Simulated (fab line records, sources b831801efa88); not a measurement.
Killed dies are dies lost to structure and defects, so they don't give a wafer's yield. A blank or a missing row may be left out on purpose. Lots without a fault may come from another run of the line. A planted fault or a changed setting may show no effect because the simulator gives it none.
One fault seen from 2 desks | flow gf180mcu | each desk has only its own numbers; what lay behind them comes last

THE METROLOGY DESK
What the gauges read, lot by lot, whatever tool the lot ran on: means of the sampled wafers that have a number. A lot is out of limits, marked OUT, if its mean lies more than 4 standard deviations from the usual mean; the brackets give that distance.
Columns: A = HV_LDD_OVL at GF_HV_LDD_OVL_MEAS_08, usual -0.7 nm; B = cd_nm at GF_HV_LDD_CD_MEAS_46, usual 400.4 nm; C = cd_nm at GF_NSD_CD_MEAS_07, usual 399.6 nm; D = NSD_OVL at GF_NSD_OVL_MEAS_08, usual -0.6 nm; E = NSD_TW at GF_NSD_TW_MEAS_12, usual 4234
lot  | first seen here | A    | B     | C     | D    | E
L786 | day 10 06:21    | -0.4 | 401.8 | 397.7 | 0.8  | 4261
L787 | day 10 12:33    | -0.2 | 398.8 | 401.0 | 0.7  | 4271
L788 | day 10 23:15    | 1.0  | 396.7 | 398.5 | -1.5 | 4253
L789 | day 11 12:49    | -0.7 | 405.9 | 399.8 | -1.1 | 4204
L790 | day 11 19:08    | 0.3  | 401.5 | 400.6 | -1.9 | 4250
L791 | day 11 23:46    | -2.6 | 398.5 | 399.5 | -0.9 | 4278
L793 | day 12 14:08    | -2.2 | 400.4 | 397.0 | -1.1 | 4264
L795 | day 13 08:54    | 0.3  | 401.5 | 395.3 | -1.9 | 4231
L797 | day 13 20:24    | -1.0 | 402.6 | -     | -    | 30 (-99 or more) OUT
L798 | day 14 05:14    | 0.4  | 397.9 | 400.7 | -1.3 | 4257
L799 | day 14 05:50    | -3.3 | 399.1 | -     | -    | 30 (-99 or more) OUT
L800 | day 14 17:44    | -0.9 | 397.7 | -     | -    | 29 (-99 or more) OUT
L805 | day 16 03:03    | -0.4 | 399.8 | 396.4 | -0.1 | 4199
L806 | day 16 11:03    | 0.3  | 397.8 | 401.4 | -1.1 | 4282
L808 | day 17 03:11    | -1.8 | 398.0 | 397.4 | 0.0  | 4243
This desk's finding: out of limits on L797, L799, L800; first on L797, day 17 18:05 (NSD_TW at GF_NSD_TW_MEAS_12). In limits: L786, L787, L788, L789, L790, L791, L793, L795, L798, L805, L806, L808.

THE TOOL OWNER'S DESK: litho_track-03
The tool's own readings at GF_NSD_DEVELOP_06 (develop time 60 s): means of the sampled wafers that have a number, for each lot that ran on this tool. A lot is out of limits, marked OUT, if its mean lies more than 4 standard deviations from the usual mean; the brackets give that distance.
Columns: A = developer_temp_C at GF_NSD_DEVELOP_06, usual 23.02 C
lot  | first seen here | A
L786 | day 13 14:14    | 23.07
L793 | day 16 04:08    | 23.29
L797 | day 17 17:23    | 23.15
L799 | day 18 01:32    | 22.96
L800 | day 18 16:08    | 23.10
This desk's finding: nothing out of limits on any of the 5 lots.

PUT TOGETHER
The metrology desk could have raised an alarm at day 17 18:05, on L797, L799, L800.
The tool owner's desk saw nothing out of limits.
The tool owner's desk has L797, L799, L800 on record, within its limits.
Of the lots named, all ran GF_NSD_DEVELOP_06 on litho_track-03.

WHAT THE SIMULATOR HAD PUT IN
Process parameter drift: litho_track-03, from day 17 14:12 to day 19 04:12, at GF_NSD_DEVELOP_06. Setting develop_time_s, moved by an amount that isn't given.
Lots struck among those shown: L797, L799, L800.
Hours from the fault's start to each desk's first reading out of limits: the metrology desk, 4.
